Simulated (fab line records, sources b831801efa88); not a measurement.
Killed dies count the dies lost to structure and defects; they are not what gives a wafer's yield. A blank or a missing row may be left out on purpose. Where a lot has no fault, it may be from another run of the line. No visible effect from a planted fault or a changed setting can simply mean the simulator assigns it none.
Code-filled problem report in 8D (eight disciplines) form + flow gf180mcu + the parts of the form that need people (team, actions taken, sign-off) are left out

1. THE PROBLEM
At GF_V4_SPUTTER_22, chamber_pressure_pa averages 4.620 Pa over 3 wafers from 2 lots, while fault-free wafers read 5.002 Pa, standard deviation 0.0092. Relative to the usual mean, that is a shift of -42 standard deviations.
The step: material TiN, target thk 10 nm, time 40 s.
The first sign was on wafer L736.4 at day 28 02:23, on pvd_sputter-04. The record holds 18 wafers of 6 lots with a number at this step. The rule behind "out" and "out of limits": a value lying over 4 standard deviations away from the usual mean. The rest of the wafers with a number are treated as sound.

2. WHAT THIS IS AND IS NOT
| question                    | is                     | is not                                                                         |
|-----------------------------|------------------------|--------------------------------------------------------------------------------|
| which readings at this step | chamber_pressure_pa    | throttle_valve_pct                                                             |
| which lots                  | L736, L738             | L730, L732, L741, L743                                                         |
| which wafers of those lots  | L736.4, L736.6, L738.5 | L736.5, L738.1, L738.4                                                         |
| read on which tools         | pvd_sputter-04         | pvd_sputter-02                                                                 |
| when                        | from day 28 02:23      | up to then (7 sound wafers); but 8 sound wafers of L738, L741, L743 came after |

3. WHAT RULES OUT EACH SUSPECT
Counting: any tool at a process step up to the reading remains a suspect provided it ran every lot that is out. Sound lots after the first of them don't rule it out here, since some wafers of a struck lot are sound.
- pvd_sputter-04 at GF_V4_SPUTTER_21 (material Ti, target thk 15 nm, time 80.02 s): kept. It processed each lot that is out (first: L736, day 28 02:19); up to then, its last sound lot is L730 (day 25 22:31).
- pvd_sputter-04 at GF_V4_SPUTTER_22 (material TiN, target thk 10 nm, time 40 s): kept. It processed each lot that is out (first: L736, day 28 02:23); up to then, its last sound lot is L730 (day 25 22:34). Its own readings are out on those wafers: chamber_pressure_pa.
What counting leaves: pvd_sputter-04 at GF_V4_SPUTTER_21 and pvd_sputter-04 at GF_V4_SPUTTER_22.

4. THE CAUSE (what the simulator had put in)
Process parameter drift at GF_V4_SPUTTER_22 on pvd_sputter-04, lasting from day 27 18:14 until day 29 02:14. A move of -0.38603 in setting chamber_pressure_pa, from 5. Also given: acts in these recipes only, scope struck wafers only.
Counting left 2 suspects, and this tool is among them.

5. SEQUENCE OF EFFECTS, ordered by route
Each row: a reading whose mean over the struck wafers that have a number lies more than 3 standard deviations from the usual. Only readings whose record carries a usual standard deviation are examined. hours: median over the lots of the time between each lot's start at the first step of this table that gives one and its start at this step. sigmas: the change, counted in usual standard deviations.
| hours | step             | reading             | usual    | on struck wafers | change | sigmas |
|-------|------------------|---------------------|----------|------------------|--------|--------|
| 0     | GF_V4_SPUTTER_22 | chamber_pressure_pa | 5.002 Pa | 4.620            | -0.382 | -42    |
Process steps it contains:
- GF_V4_SPUTTER_22: material TiN, target thk 10 nm, time 40 s.

6. WHAT WOULD HAVE CAUGHT IT SOONER
The fault began at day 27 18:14; the first out-of-limits reading in this record came at day 28 02:23, 8 hours later.
